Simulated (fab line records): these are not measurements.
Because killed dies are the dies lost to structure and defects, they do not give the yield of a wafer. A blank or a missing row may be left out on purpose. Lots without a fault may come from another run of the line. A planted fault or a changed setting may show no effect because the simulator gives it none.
Which tool is to blame?	flow sky130	30 wafers from 10 lots sampled at 4 of the route's 708 steps

WHAT THE GAUGES READ, wafer by wafer
SKY_SONOS_TUNNEL_CD_MEAS_07: the cd target is 410 nm.
lot	measured	on	cdNm (nm)
L225	day 11 05:52	cdSem-02	410.5 409.0 409.1
L227	day 11 22:13	cdSem-02	407.7 407.9 407.3
L231	day 13 05:57	cdSem-02	410.6 411.9 411.6
L240	day 16 10:54	cdSem-01	409.2 411.4 408.3
L241	day 16 15:03	cdSem-01	407.6 407.6 405.9
L242	day 17 13:47	cdSem-01	406.7 407.5 405.8
L244	day 17 18:34	cdSem-02	413.8 412.9 411.6
L246	day 19 15:43	cdSem-02	410.3 410.8 411.7
L248	day 19 16:58	cdSem-02	407.8 409.7 409.8
L247	day 19 17:07	cdSem-01	409.2 411.0 408.9

SKY_GATE_OXIDE_OVL_MEAS_10.
lot	measured	on	GATE_OXIDE_OVL (nm)
L225	day 13 14:04	overlay-02	0.2 2.2 2.5
L227	day 14 12:32	overlay-02	0.6 -0.1 0.3
L231	day 15 17:08	overlay-02	0.7 0.7 0.8
L240	day 19 14:35	overlay-02	-0.2 0.7 1.9
L241	day 19 14:53	overlay-01	0.1 1.1 -1.2
L242	day 20 08:56	overlay-01	-0.8 0.2 -0.8
L244	day 20 16:25	overlay-01	-2.4 -0.6 -1.8
L246	day 22 15:07	overlay-02	0.6 -1.1 -2.3
L248	day 22 14:38	overlay-02	-1.6 -3.4 -2.1
L247	day 22 15:16	overlay-01	-0.3 -0.5 -1.3

SKY_POLY_GATE_THK_MEAS_01.
lot	measured	on	POLY_GATE_CVD_00_THK (nm)
L225	day 13 17:17	filmMetro-01	180.7 180.4 180.3
L227	day 14 16:27	filmMetro-02	181.9 181.1 182.1
L231	day 15 21:39	filmMetro-02	163.7 161.5 163.6
L240	day 19 17:50	filmMetro-01	182.0 181.6 181.9
L241	day 19 19:04	filmMetro-04	178.8 179.5 177.9
L242	day 20 12:58	filmMetro-04	181.8 181.8 180.4
L244	day 20 19:38	filmMetro-02	179.8 178.1 180.3
L246	day 22 18:21	filmMetro-02	178.4 179.5 180.4
L248	day 22 18:21	filmMetro-01	180.5 181.8 180.8
L247	day 22 19:35	filmMetro-02	184.1 183.0 184.0

WHAT TOOL EACH LOT RAN ON (gives the tool, then ch and the chambers of the sampled wafers, and finally the start)
lot	SKY_POLY_GATE_CVD_00
L225	lpcvd-01 ch 1, day 13 16:05
L227	lpcvd-01 ch 1, day 14 15:15
L231	lpcvd-01 ch 0, day 15 20:26
L240	lpcvd-01 ch 1, day 19 16:38
L241	lpcvd-01 ch 0, day 19 17:50
L242	lpcvd-01 ch 1, day 20 11:44
L244	lpcvd-01 ch 0, day 20 18:26
L246	lpcvd-01 ch 1, day 22 17:08
L248	lpcvd-01 ch 0, day 22 17:08
L247	lpcvd-01 ch 1, day 22 18:23
- SKY_POLY_GATE_CVD_00: deposits poly-Si, target thk 180 nm, time 720 s.

WHAT THE TOOLS THEMSELVES READ (means of the sampled wafers that have a number; where no wafer has one, the mark that the record gives instead)
SKY_POLY_GATE_CVD_00.
lot	tool	spikeTcCentreC (C)	spikeTcLowerC (C)	spikeTcTopC (C)	spikeTcUpperC (C)	susceptorTempC (C)	zonePowerLowerPct (%)
L225	lpcvd-01	619.5	620.2	640.6	620.7	620.11	8.7
L227	lpcvd-01	621.2	619.9	640.1	620.8	619.75	8.8
L231	lpcvd-01	616.2	615.1	636.8	616.3	615.44	9.3
L240	lpcvd-01	621.1	620.6	639.4	621.3	620.16	8.7
L241	lpcvd-01	620.8	619.5	642.5	620.4	620.10	9.4
L242	lpcvd-01	620.2	621.3	640.3	621.0	620.46	8.7
L244	lpcvd-01	621.4	619.8	642.4	619.5	620.14	9.4
L246	lpcvd-01	620.2	620.3	640.3	620.5	620.10	8.8
L248	lpcvd-01	620.1	618.8	642.1	619.3	619.79	9.5
L247	lpcvd-01	620.8	620.7	639.9	621.0	619.89	8.8

THE ANSWER, worked out from the rows above alone
Rule: usual is defined by the lots themselves. Put in order of their means at a reading, lots are off if they are a third of the lots or fewer, leave a main group of 4 or more, and stand apart from it by a gap of 3 or more times the standard deviation of the main group's means; of several such gaps the widest counts. If all means in a main group match to the digits the tables above print for the reading, that group is not used. A lot without any number at a reading at which 4 lots or more have one is off too. The other lots that the step has rows for count as sound. After the gauges, taken in route order, come the tools' own readings; for these a lot's mean is taken, as printed above. At the first step where some lot is off, the reading lying furthest off is the one used; lots without a number count as furthest.
Off: L231, seen at SKY_POLY_GATE_THK_MEAS_01 (POLY_GATE_CVD_00_THK). Main group: mean 180.8 nm, sd 1.4.
A tool fits if, at a process step before that reading, it ran every lot that is off, and no sound lot after the first of them. Not tried: the gauges at SKY_POLY_GATE_THK_MEAS_01; whatever is off there is also off at SKY_POLY_GATE_CVD_00, on other tools, and gauge error can't account for it. Of those tried, none fits.

WHAT WAS PUT IN BY THE SIMULATOR
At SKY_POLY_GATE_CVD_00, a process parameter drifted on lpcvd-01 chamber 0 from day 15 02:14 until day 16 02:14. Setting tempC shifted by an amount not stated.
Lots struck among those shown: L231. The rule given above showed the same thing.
